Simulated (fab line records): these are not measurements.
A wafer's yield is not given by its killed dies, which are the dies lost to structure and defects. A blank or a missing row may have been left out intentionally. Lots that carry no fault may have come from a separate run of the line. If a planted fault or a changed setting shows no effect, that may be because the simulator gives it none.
Split-lot trial / flow sfqLine / 5 lots, 23 wafers read, on a route of 325 steps

ON THE SPLIT
At SFQ_TRILAYER_I7_VIA_LITHO_COAT_187 (resist thk 650 nm), the setting resistThkNm was moved away from the recipe's 650 nm on 8 of the 23 wafers read, by -4.8% to +3.6%. For the rest of the wafers, this setting stayed at what the recipe calls for.

The split's own step is where the reading is taken.

THE READING
KrF_of_TRILAYER_I7_VIA_LITHO_COAT_187.thkNm (the simulator's own value, which no gauge read), in nm, at SFQ_TRILAYER_I7_VIA_LITHO_COAT_187 (resist thk 650 nm). The file gives no usual value for it. The 15 wafers here that ran the recipe average 648.5 nm, standard deviation 1.4 nm.

wafer=L074.1; tool, chamber at the split=lithoTrack-02, 0; resistThkNm as run, nm=650; against the recipe=recipe; KrF_of_TRILAYER_I7_VIA_LITHO_COAT_187.thkNm, nm=648.2; against lot-mates on the recipe=-
wafer=L074.2; tool, chamber at the split=lithoTrack-02, 0; resistThkNm as run, nm=618.7; against the recipe=-4.8%; KrF_of_TRILAYER_I7_VIA_LITHO_COAT_187.thkNm, nm=615.9; against lot-mates on the recipe=-32.6
wafer=L074.4; tool, chamber at the split=lithoTrack-02, 0; resistThkNm as run, nm=650; against the recipe=recipe; KrF_of_TRILAYER_I7_VIA_LITHO_COAT_187.thkNm, nm=648.5; against lot-mates on the recipe=-
wafer=L074.5; tool, chamber at the split=lithoTrack-02, 0; resistThkNm as run, nm=650; against the recipe=recipe; KrF_of_TRILAYER_I7_VIA_LITHO_COAT_187.thkNm, nm=648.8; against lot-mates on the recipe=-
wafer=L074.6; tool, chamber at the split=lithoTrack-02, 0; resistThkNm as run, nm=618.7; against the recipe=-4.8%; KrF_of_TRILAYER_I7_VIA_LITHO_COAT_187.thkNm, nm=617.5; against lot-mates on the recipe=-31.0
wafer=L075.1; tool, chamber at the split=lithoTrack-04, 0; resistThkNm as run, nm=673.6; against the recipe=+3.6%; KrF_of_TRILAYER_I7_VIA_LITHO_COAT_187.thkNm, nm=675.2; against lot-mates on the recipe=+24.6
wafer=L075.2; tool, chamber at the split=lithoTrack-04, 0; resistThkNm as run, nm=650; against the recipe=recipe; KrF_of_TRILAYER_I7_VIA_LITHO_COAT_187.thkNm, nm=649.5; against lot-mates on the recipe=-
wafer=L075.3; tool, chamber at the split=lithoTrack-04, 0; resistThkNm as run, nm=673.6; against the recipe=+3.6%; KrF_of_TRILAYER_I7_VIA_LITHO_COAT_187.thkNm, nm=673.5; against lot-mates on the recipe=+22.9
wafer=L075.4; tool, chamber at the split=lithoTrack-04, 0; resistThkNm as run, nm=673.6; against the recipe=+3.6%; KrF_of_TRILAYER_I7_VIA_LITHO_COAT_187.thkNm, nm=676; against lot-mates on the recipe=+25.4
wafer=L075.6; tool, chamber at the split=lithoTrack-04, 0; resistThkNm as run, nm=650; against the recipe=recipe; KrF_of_TRILAYER_I7_VIA_LITHO_COAT_187.thkNm, nm=651.8; against lot-mates on the recipe=-
wafer=L080.1; tool, chamber at the split=lithoTrack-03, 0; resistThkNm as run, nm=650; against the recipe=recipe; KrF_of_TRILAYER_I7_VIA_LITHO_COAT_187.thkNm, nm=649.2; against lot-mates on the recipe=-
wafer=L080.2; tool, chamber at the split=lithoTrack-03, 0; resistThkNm as run, nm=668.5; against the recipe=+2.8%; KrF_of_TRILAYER_I7_VIA_LITHO_COAT_187.thkNm, nm=667; against lot-mates on the recipe=+18.1
wafer=L080.4; tool, chamber at the split=lithoTrack-03, 0; resistThkNm as run, nm=650; against the recipe=recipe; KrF_of_TRILAYER_I7_VIA_LITHO_COAT_187.thkNm, nm=648.5; against lot-mates on the recipe=-
wafer=L080.5; tool, chamber at the split=lithoTrack-03, 0; resistThkNm as run, nm=668.5; against the recipe=+2.8%; KrF_of_TRILAYER_I7_VIA_LITHO_COAT_187.thkNm, nm=668.1; against lot-mates on the recipe=+19.2
wafer=L080.6; tool, chamber at the split=lithoTrack-03, 0; resistThkNm as run, nm=668.5; against the recipe=+2.8%; KrF_of_TRILAYER_I7_VIA_LITHO_COAT_187.thkNm, nm=668.1; against lot-mates on the recipe=+19.2
wafer=L083.3; tool, chamber at the split=lithoTrack-02, 0; resistThkNm as run, nm=650; against the recipe=recipe; KrF_of_TRILAYER_I7_VIA_LITHO_COAT_187.thkNm, nm=645.4; against lot-mates on the recipe=-
wafer=L083.4; tool, chamber at the split=lithoTrack-02, 0; resistThkNm as run, nm=650; against the recipe=recipe; KrF_of_TRILAYER_I7_VIA_LITHO_COAT_187.thkNm, nm=649.1; against lot-mates on the recipe=-
wafer=L083.6; tool, chamber at the split=lithoTrack-02, 0; resistThkNm as run, nm=650; against the recipe=recipe; KrF_of_TRILAYER_I7_VIA_LITHO_COAT_187.thkNm, nm=647.6; against lot-mates on the recipe=-
wafer=L085.2; tool, chamber at the split=lithoTrack-03, 0; resistThkNm as run, nm=650; against the recipe=recipe; KrF_of_TRILAYER_I7_VIA_LITHO_COAT_187.thkNm, nm=647.5; against lot-mates on the recipe=-
wafer=L085.3; tool, chamber at the split=lithoTrack-03, 0; resistThkNm as run, nm=650; against the recipe=recipe; KrF_of_TRILAYER_I7_VIA_LITHO_COAT_187.thkNm, nm=646.8; against lot-mates on the recipe=-
wafer=L085.4; tool, chamber at the split=lithoTrack-03, 0; resistThkNm as run, nm=650; against the recipe=recipe; KrF_of_TRILAYER_I7_VIA_LITHO_COAT_187.thkNm, nm=648.4; against lot-mates on the recipe=-
wafer=L085.5; tool, chamber at the split=lithoTrack-03, 0; resistThkNm as run, nm=650; against the recipe=recipe; KrF_of_TRILAYER_I7_VIA_LITHO_COAT_187.thkNm, nm=648.8; against lot-mates on the recipe=-
wafer=L085.6; tool, chamber at the split=lithoTrack-03, 0; resistThkNm as run, nm=650; against the recipe=recipe; KrF_of_TRILAYER_I7_VIA_LITHO_COAT_187.thkNm, nm=648.8; against lot-mates on the recipe=-

FIT RESULTS
A straight line over all 23 wafers: KrF_of_TRILAYER_I7_VIA_LITHO_COAT_187.thkNm changes by +6.86 nm for each +1% of resistThkNm; r = +1.00; the points scatter about the line by 1.4 nm.
The same after taking each lot's own level away (the mean of its wafers on the recipe; 23 wafers): +6.63 nm for each +1%; r = +1.00; scatter 0.94 nm.
According to that fit, moving resistThkNm by its largest amount changes the reading by 32 nm.
The lots' own levels span 647.37 to 650.65 nm, that is 2.4 times the standard deviation above.
Hence the lot-to-lot level has little effect on the slope; both slopes agree.
Check: for one of the wafers moved furthest among these (-4.8%), held out of the fit, the line's prediction against its lot-mates is -31.6 nm. It came out at -32.6 nm against them.

THE OTHER SPLITS THESE WAFERS WENT THROUGH
Before the reading, these wafers also passed through other splits. Each is held against what the fit with the lots' levels taken away leaves over:
other split on the same wafers=SFQ_TRILAYER_A5C_DEP_PECVD_142 timeS; wafers away from the commonest value=12; r with KrF_of_TRILAYER_I7_VIA_LITHO_COAT_187.thkNm (lot level and that fit taken away)=+0.16
other split on the same wafers=SFQ_TRILAYER_I5_ETCH_VIA_ETCH_147 biasW; wafers away from the commonest value=10; r with KrF_of_TRILAYER_I7_VIA_LITHO_COAT_187.thkNm (lot level and that fit taken away)=-0.01
other split on the same wafers=SFQ_TRILAYER_C5_BARC_OPEN_VIA_ETCH_210 sourceW; wafers away from the commonest value=5; r with KrF_of_TRILAYER_I7_VIA_LITHO_COAT_187.thkNm (lot level and that fit taken away)=-0.29
other split on the same wafers=SFQ_TRILAYER_M6_LITHO_COAT_159 spinRpm; wafers away from the commonest value=8; r with KrF_of_TRILAYER_I7_VIA_LITHO_COAT_187.thkNm (lot level and that fit taken away)=-0.33
other split on the same wafers=SFQ_TRILAYER_I6_DEP_PECVD_165 timeS; wafers away from the commonest value=11; r with KrF_of_TRILAYER_I7_VIA_LITHO_COAT_187.thkNm (lot level and that fit taken away)=-0.17
other split on the same wafers=SFQ_TRILAYER_I6_VIA_LITHO_COAT_169 spinRpm; wafers away from the commonest value=5; r with KrF_of_TRILAYER_I7_VIA_LITHO_COAT_187.thkNm (lot level and that fit taken away)=+0.09
other split on the same wafers=SFQ_TRILAYER_I6_VIA_BARC_OPEN_VIA_ETCH_235 biasW; wafers away from the commonest value=4; r with KrF_of_TRILAYER_I7_VIA_LITHO_COAT_187.thkNm (lot level and that fit taken away)=-0.16
other split on the same wafers=SFQ_TRILAYER_M7_DEP_SPUTTER_175 powerW; wafers away from the commonest value=5; r with KrF_of_TRILAYER_I7_VIA_LITHO_COAT_187.thkNm (lot level and that fit taken away)=-0.09
other split on the same wafers=SFQ_TRILAYER_M7_LITHO_PEB_180 pebTempC; wafers away from the commonest value=6; r with KrF_of_TRILAYER_I7_VIA_LITHO_COAT_187.thkNm (lot level and that fit taken away)=-0.25

FILE'S OWN FIT
KrF_of_TRILAYER_I7_VIA_LITHO_COAT_187.thkNm changes by +6.63 nm for each +1% of resistThkNm, r = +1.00.
